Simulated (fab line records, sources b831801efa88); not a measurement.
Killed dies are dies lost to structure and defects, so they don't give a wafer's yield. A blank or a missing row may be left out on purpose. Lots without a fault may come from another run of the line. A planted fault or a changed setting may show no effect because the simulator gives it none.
A struck lot beside a sound one | flow sfq_line | 14 steps out of a route of 325
Sound: wafers L842.3, L842.4, L842.5. Struck: wafers L838.1, L838.2, L838.6. The cause comes at the end.
At each step with rows: each side's tool, then ch and its chambers, then its first start. Under that, the readings that differ: sound wafers | struck wafers | difference of the means | sigmas: that difference in standard deviations of wafers without a fault.
alike: readings whose means differ by less than 2 such deviations, and words and numbers that are the same on both sides. not compared: withheld readings, readings that some wafer has no value for, bounds like >300 that may hide the same value, and numbers for which the record gives no deviation and whose values overlap.
The two part at a step that has a row with sigmas, a row that says differs or no value, or rows on one side only. Numbers that don't overlap but have no deviation are shown without sigmas and don't part them. A reading that every wafer of one side lacks parts them only if that side has two wafers or more.

first, 3 steps without rows for these wafers: SFQ_TRILAYER_I7_VIA_LITHO_EXPOSE_188 (exposes mask I7, target cd 1000 nm); SFQ_TRILAYER_I7_VIA_LITHO_PEB_190 (peb time 60 s); SFQ_TRILAYER_I7_VIA_LITHO_DEVELOP_189 (time 60 s).
SFQ_I7_OVL_MEAS_947:
  sound on overlay-01, day 80 04:20; struck on overlay-02, day 78 14:04
  reading     | sound  | struck      | difference | sigmas
  I7_OVL (nm) | 2 -3 0 | -12 -11 -12 | -11        | -3
SFQ_TRILAYER_I7_VIA_BARC_OPEN_VIA_ETCH_260: etches BARC in O2, target depth 125 nm, time 41.7 s.
  sound on rie_diel-02 ch 1,2,3, day 80 04:22; struck on rie_diel-03 ch 2,3, day 78 14:06
  alike: drypump_motor_current_A, oes_product_au
  not compared: rf_hours_counter_h
SFQ_TRILAYER_I7_VIA_ETCH_VIA_ETCH_190: etches SiO2 in CHF3, stops on Nb, target depth 260 nm.
  sound on rie_diel-02 ch 1,2,3, day 80 04:24; struck on rie_diel-03 ch 2,3, day 78 14:08
  alike: drypump_motor_current_A, oes_product_au
SFQ_TRILAYER_I7_VIA_STRIP_STRIP_191: strips in O2.
  sound on rie_metal-02 ch 0,1, day 80 04:43; struck on rie_metal-02 ch 0,1, day 78 14:15
  alike: drypump_motor_current_A, oes_product_au
  not compared: rf_hours_counter_h
then, 5 steps without rows for these wafers: SFQ_TRILAYER_I7_VIA_STRIP_SOLV_CLEAN_192 (cleans in NMP, time 600 s); SFQ_TRILAYER_M8_LITHO_LOR_COAT_197; SFQ_TRILAYER_M8_LITHO_LOR_BAKE_198; SFQ_TRILAYER_M8_LITHO_COAT_193 (resist thk 600 nm); SFQ_TRILAYER_M8_LITHO_SOFTBAKE_199.
SFQ_TRILAYER_M8_LITHO_EXPOSE_194: exposes mask M8, target cd 2000 nm.
  sound on krf_scanner-01 ch 0, day 80 14:01; struck on krf_scanner-01, day 78 18:34
  no value came back on the struck wafers for exposure_dose_mJ_cm2, focus_offset_nm (nm); on the sound wafers exposure_dose_mJ_cm2 reads 14.368 14.387 14.396
  alike: mask
then, 1 step without rows for these wafers: SFQ_TRILAYER_M8_LITHO_PEB_196 (peb time 60 s).

WHERE THEY PART
First at SFQ_I7_OVL_MEAS_947; last, within this record, at SFQ_TRILAYER_M8_LITHO_EXPOSE_194.

WHY: what the simulator had put in
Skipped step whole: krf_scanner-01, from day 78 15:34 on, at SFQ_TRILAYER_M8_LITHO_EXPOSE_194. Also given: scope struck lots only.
